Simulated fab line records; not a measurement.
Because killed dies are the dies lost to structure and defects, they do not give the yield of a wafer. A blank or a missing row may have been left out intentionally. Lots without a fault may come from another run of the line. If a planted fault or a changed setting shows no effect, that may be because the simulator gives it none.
fab line records | flow gf180mcu
record lots=15 | wafers=45 | last-day=34
route steps=602 shown LVPWELL@61 VT_IMPLANT@96 POLY_GATE@158 M2@366
lots that met no fault: from a run of the same line without faults
start-h: hours from the record's first day to the start of the lot's first wafer shown | wait-h: how many hours have passed since the lot's step before this one | " as in the row above | L1.1+2: one row covering several wafers at once | - value missing, or start not given | * or withheld: withheld | < > ~ a bound
route shown NAME@n: a module of which the file shows steps, and the number in the route of the first | usual: average and standard deviation across the fault-free wafers | same: alike in all rows | chamber/n: place in a boat | sites: per-site readings | _std_site: the values' standard deviation | _edge_site: the outer-site mean with the inner-site mean subtracted | radius-mm: for every site, how far away it sits from the centre of the wafer | mask NAME#n: copy n | behind: tool/chamber where the wafer was last shaped | hold: reason for holding the lot/hours on hold/outcome of the hold | device: names the non-switching transistor (n, p or np) | end of line: tests run on the same wafers once the route is complete | where a step has no rows: the recipe by itself | killed: at the first sort, the dies lost to defects and structure; wafer yield is something else | map: the dies of a wafer, with x for killed, . for not killed, _ for no die there
set.NAME: the setting that was run; set.NAME@STEP: the one run at that earlier step | model.NAME: the simulator's own value behind a step, which no gauge read
steps of the route over a sample of lots; a table a step, a row a wafer
services: a tool's chamber out of use, with start hour (start-h, from the record's first day; less than 0 if before it), hours out, and reason
## steps
# step GF_LVPWELL_OVL_MEAS_07
# usual LVPWELL_OVL=-0.9/1.3
lot.wafer | tool       | chamber | start-h | wait-h | LVPWELL_OVL[nm]
L904.2    | overlay-01 | -       | 69.72   | -      | 0.8
L904.4    | "          | -       | "       | "      | 0.1
L904.5    | "          | -       | "       | "      | -1.4
L905.1    | overlay-02 | -       | 75.70   | -      | -2.0
L905.2    | "          | -       | "       | "      | 0.6
L905.6    | "          | -       | "       | "      | -0.6
L906.3    | overlay-01 | -       | 78.88   | -      | -1.1
L906.4    | "          | -       | "       | "      | -2.0
L906.5    | "          | -       | "       | "      | -2.4
L907.3    | overlay-02 | -       | 86.51   | -      | 0.5
L907.4    | "          | -       | "       | "      | -0.3
L907.6    | "          | -       | "       | "      | 1.0
L908.2    | overlay-02 | -       | 90.92   | -      | -2.1
L908.3    | "          | -       | "       | "      | -1.7
L908.6    | "          | -       | "       | "      | -1.2
L913.3    | overlay-02 | -       | 123.16  | -      | -3.4
L913.4    | "          | -       | "       | "      | -3.7
L913.5    | "          | -       | "       | "      | -0.7
L914.1    | overlay-01 | -       | 125.37  | -      | -1.7
L914.5    | "          | -       | "       | "      | -0.9
L914.6    | "          | -       | "       | "      | 1.1
L915.1    | overlay-01 | -       | 132.72  | -      | -2.8
L915.5    | "          | -       | "       | "      | -2.3
L915.6    | "          | -       | "       | "      | -0.9
L920.1    | overlay-01 | -       | 159.57  | -      | -2.5
L920.3    | "          | -       | "       | "      | -2.9
L920.6    | "          | -       | "       | "      | -2.2
L921.1    | overlay-02 | -       | 163.33  | -      | -0.6
L921.3    | "          | -       | "       | "      | 0.7
L921.4    | "          | -       | "       | "      | -0.2
L923.1    | overlay-01 | -       | 175.93  | -      | -1.1
L923.2    | "          | -       | "       | "      | 1.5
L923.3    | "          | -       | "       | "      | 2.0
L924.1    | overlay-01 | -       | 180.97  | -      | -1.5
L924.2    | "          | -       | "       | "      | -0.9
L924.4    | "          | -       | "       | "      | -0.4
L925.1    | overlay-02 | -       | 185.72  | -      | 0.2
L925.2    | "          | -       | "       | "      | -0.8
L925.5    | "          | -       | "       | "      | 0.2
L926.2    | overlay-02 | -       | 193.10  | -      | -0.4
L926.4    | "          | -       | "       | "      | -0.4
L926.5    | "          | -       | "       | "      | -0.6
L927.4    | overlay-01 | -       | 198.24  | -      | 0.9
L927.5    | "          | -       | "       | "      | 0.9
L927.6    | "          | -       | "       | "      | 0.3
# step GF_VT_IMPLANT_DEVELOP_06
# recipe develop-time-s=60 | dev-temp-c=23
# usual chill-plate-temp-C=23.02/0.11 | develop-time-s=60/0
lot.wafer | tool           | chamber | start-h | wait-h | chill-plate-temp-C | develop-time-s
L904.2    | litho-track-03 | 0       | 111.55  | 0.1    | 23.21              | 60
L904.4    | "              | 0       | "       | "      | 22.96              | 60
L904.5    | "              | 0       | "       | "      | 23.10              | 60
L905.1    | litho-track-03 | 0       | 117.88  | 0.1    | 22.92              | 60
L905.2    | "              | 0       | "       | "      | 22.86              | 60
L905.6    | "              | 0       | "       | "      | 22.98              | 60
L906.3    | litho-track-02 | 0       | 123.02  | 0.1    | 23.06              | 60
L906.4    | "              | 0       | "       | "      | 23.04              | 60
L906.5    | "              | 0       | "       | "      | 23.03              | 60
L907.3    | litho-track-03 | 0       | 130.53  | 0.1    | 22.95              | 60
L907.4    | "              | 0       | "       | "      | 23.08              | 60
L907.6    | "              | 0       | "       | "      | 22.97              | 60
L908.2    | litho-track-03 | 0       | 134.30  | 0.1    | 22.92              | 60
L908.3    | "              | 0       | "       | "      | 23.05              | 60
L908.6    | "              | 0       | "       | "      | 22.91              | 60
L913.3    | litho-track-02 | -       | 170.67  | 0.1    | -                  | -
L913.4    | "              | -       | "       | "      | -                  | -
L913.5    | "              | -       | "       | "      | -                  | -
L914.1    | litho-track-02 | -       | 173.52  | 0.1    | -                  | -
L914.5    | "              | -       | "       | "      | -                  | -
L914.6    | "              | -       | "       | "      | -                  | -
L915.1    | litho-track-02 | -       | 180.62  | 0.1    | -                  | -
L915.5    | "              | -       | "       | "      | -                  | -
L915.6    | "              | -       | "       | "      | -                  | -
L920.1    | litho-track-01 | 0       | 210.30  | 0.1    | 23.01              | 60
L920.3    | "              | 0       | "       | "      | 22.97              | 60
L920.6    | "              | 0       | "       | "      | 22.99              | 60
L921.1    | litho-track-02 | 0       | 214.92  | 0.1    | 23.29              | 60
L921.3    | "              | 0       | "       | "      | 23.08              | 60
L921.4    | "              | 0       | "       | "      | 23.13              | 60
L923.1    | litho-track-03 | 0       | 227.42  | 0.1    | 23.21              | 60
L923.2    | "              | 0       | "       | "      | 23.01              | 60
L923.3    | "              | 0       | "       | "      | 23.05              | 60
L924.1    | litho-track-03 | 0       | 234.72  | 0.1    | 22.86              | 60
L924.2    | "              | 0       | "       | "      | 22.89              | 60
L924.4    | "              | 0       | "       | "      | 22.99              | 60
L925.1    | litho-track-03 | 0       | 240.02  | 0.1    | 23.00              | 60
L925.2    | "              | 0       | "       | "      | 22.94              | 60
L925.5    | "              | 0       | "       | "      | 22.98              | 60
L926.2    | litho-track-03 | 0       | 246.00  | 0.1    | 23.02              | 60
L926.4    | "              | 0       | "       | "      | 23.12              | 60
L926.5    | "              | 0       | "       | "      | 22.93              | 60
L927.4    | litho-track-03 | 0       | 252.70  | 0.1    | 22.98              | 60
L927.5    | "              | 0       | "       | "      | 22.76              | 60
L927.6    | "              | 0       | "       | "      | 23.01              | 60
# step GF_POLY_GATE_THK_MEAS_01
# recipe reads=poly-Si_of_POLY_GATE_CVD_00
# usual POLY_GATE_CVD_00_THK=200.2/1.9
lot.wafer | tool          | chamber | start-h | wait-h | POLY_GATE_CVD_00_THK[nm]
L904.2    | film-metro-03 | -       | 179.89  | 0.1    | 199.9
L904.4    | "             | -       | "       | "      | 199.9
L904.5    | "             | -       | "       | "      | 201.0
L905.1    | film-metro-02 | -       | 186.37  | 0.0    | 195.6
L905.2    | "             | -       | "       | "      | 197.0
L905.6    | "             | -       | "       | "      | 197.2
L906.3    | film-metro-03 | -       | 193.88  | 0.0    | 198.9
L906.4    | "             | -       | "       | "      | 201.1
L906.5    | "             | -       | "       | "      | 199.8
L907.3    | film-metro-03 | -       | 201.59  | 0.0    | 198.0
L907.4    | "             | -       | "       | "      | 199.2
L907.6    | "             | -       | "       | "      | 199.2
L908.2    | film-metro-03 | -       | 204.41  | 0.0    | 200.9
L908.3    | "             | -       | "       | "      | 198.8
L908.6    | "             | -       | "       | "      | 201.1
L920.1    | film-metro-01 | -       | 293.98  | 0.0    | 201.3
L920.3    | "             | -       | "       | "      | 201.6
L920.6    | "             | -       | "       | "      | 202.3
L921.1    | film-metro-01 | -       | 302.23  | 0.0    | 201.9
L921.3    | "             | -       | "       | "      | 201.0
L921.4    | "             | -       | "       | "      | 200.3
L923.1    | film-metro-01 | -       | 317.42  | 0.0    | 201.9
L923.2    | "             | -       | "       | "      | 202.5
L923.3    | "             | -       | "       | "      | 202.5
L924.1    | film-metro-01 | -       | 323.24  | 0.0    | 200.1
L924.2    | "             | -       | "       | "      | 201.9
L924.4    | "             | -       | "       | "      | 201.5
L925.1    | film-metro-01 | -       | 330.98  | 0.0    | 202.6
L925.2    | "             | -       | "       | "      | 200.5
L925.5    | "             | -       | "       | "      | 201.6
L926.2    | film-metro-01 | -       | 336.43  | 0.0    | 199.7
L926.4    | "             | -       | "       | "      | 202.3
L926.5    | "             | -       | "       | "      | 201.7
L927.4    | film-metro-02 | -       | 338.67  | 0.0    | 198.4
L927.5    | "             | -       | "       | "      | 199.2
L927.6    | "             | -       | "       | "      | 195.9
# step GF_M2_SPUTTER_04
# recipe material=TiN | target-thk-nm=50 | power-w=6500 | time-s=41.7 | chamber-pressure-pa=0.4
# usual throttle-valve-pct=29.5/1.1
lot.wafer | tool           | chamber | start-h | wait-h | throttle-valve-pct
L904.2    | pvd-sputter-02 | -       | 409.66  | 0.0    | 30.3
L904.4    | "              | -       | "       | "      | 28.2
L904.5    | "              | -       | "       | "      | 30.4
L905.1    | pvd-sputter-04 | -       | 419.74  | 0.0    | 31.3
L905.2    | "              | -       | "       | "      | 29.1
L905.6    | "              | -       | "       | "      | 31.3
L906.3    | pvd-sputter-04 | -       | 429.83  | 0.0    | 29.3
L906.4    | "              | -       | "       | "      | 28.9
L906.5    | "              | -       | "       | "      | 30.1
L907.3    | pvd-sputter-02 | -       | 440.32  | 0.0    | 29.4
L907.4    | "              | -       | "       | "      | 30.4
L907.6    | "              | -       | "       | "      | 28.1
L908.2    | pvd-sputter-02 | -       | 444.44  | 0.0    | 28.4
L908.3    | "              | -       | "       | "      | 30.4
L908.6    | "              | -       | "       | "      | 29.2
L920.1    | pvd-sputter-02 | -       | 562.05  | 0.0    | 28.3
L920.3    | "              | -       | "       | "      | 30.6
L920.6    | "              | -       | "       | "      | 30.4
L921.1    | pvd-sputter-01 | -       | 566.83  | 0.0    | 28.5
L921.3    | "              | -       | "       | "      | 31.3
L921.4    | "              | -       | "       | "      | 28.1
L923.1    | pvd-sputter-02 | -       | 578.42  | 0.0    | 29.1
L923.2    | "              | -       | "       | "      | 30.4
L923.3    | "              | -       | "       | "      | 28.4
L924.1    | pvd-sputter-01 | -       | 586.83  | 0.0    | 28.3
L924.2    | "              | -       | "       | "      | 28.1
L924.4    | "              | -       | "       | "      | 29.4
L925.1    | pvd-sputter-01 | -       | 596.09  | 0.0    | 29.6
L925.2    | "              | -       | "       | "      | 28.0
L925.5    | "              | -       | "       | "      | 28.3
L926.2    | pvd-sputter-04 | -       | 599.73  | 0.0    | 29.1
L926.4    | "              | -       | "       | "      | 29.1
L926.5    | "              | -       | "       | "      | 31.2
L927.4    | pvd-sputter-02 | -       | 602.19  | 0.0    | 28.9
L927.5    | "              | -       | "       | "      | 28.6
L927.6    | "              | -       | "       | "      | 28.9
## services
tool           | chamber | start-h | hours | kind
pvd-sputter-04 | -       | 107.72  | 3.3   | repair
pvd-sputter-04 | -       | 123.05  | 1.4   | repair
pvd-sputter-01 | -       | 176.64  | 3.1   | repair
pvd-sputter-04 | -       | 226.75  | 1.0   | repair
pvd-sputter-04 | -       | 263.22  | 3.3   | repair
pvd-sputter-01 | -       | 370.15  | 1.7   | repair
pvd-sputter-02 | -       | 504.67  | 0.6   | repair
pvd-sputter-04 | -       | 518.18  | 3.9   | repair
pvd-sputter-04 | -       | 527.09  | 1.4   | repair
pvd-sputter-02 | -       | 530.60  | 9.0   | repair
pvd-sputter-01 | -       | 538.07  | 8.1   | repair
## key
first-sign step=GF_VT_IMPLANT_DEVELOP_06 | reading=tool-record | direction=missing
effect none on later readings
met-at GF_VT_IMPLANT_DEVELOP_06
struck-lots L913,L914,L915
later-rows-left-out L913.3,L913.4,L913.5,L914.1,L914.5,L914.6,L915.1,L915.5,L915.6
sort-left-out L913.3,L913.4,L913.5,L914.1,L914.5,L914.6,L915.1,L915.5,L915.6
tester-left-out L913,L914,L915
not-acting-at GF_LVPWELL_OVL_MEAS_07,GF_POLY_GATE_THK_MEAS_01,GF_M2_SPUTTER_04
onset-between 123.02 170.67
fault kind=skipped-step-whole | tool=litho-track-02 | chamber=- | onset-h=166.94 | steps=GF_VT_IMPLANT_DEVELOP_06 | scope=struck-lots-only
# tester-left-out: of these lots the tester's yield and bins aren't shown, on N5 and GAA mostly nor the transistor test; their killed dies are dies lost to structure and defects alone, not to doping, threshold or leakage, so they don't give the yield
# sort-left-out: the simulated sort isn't trusted on such a fault, so these wafers' sort isn't shown, and their yield isn't known
# later-rows-left-out: the simulator's readings of these wafers behind a module that went badly wrong aren't trusted and aren't shown, but for the sort
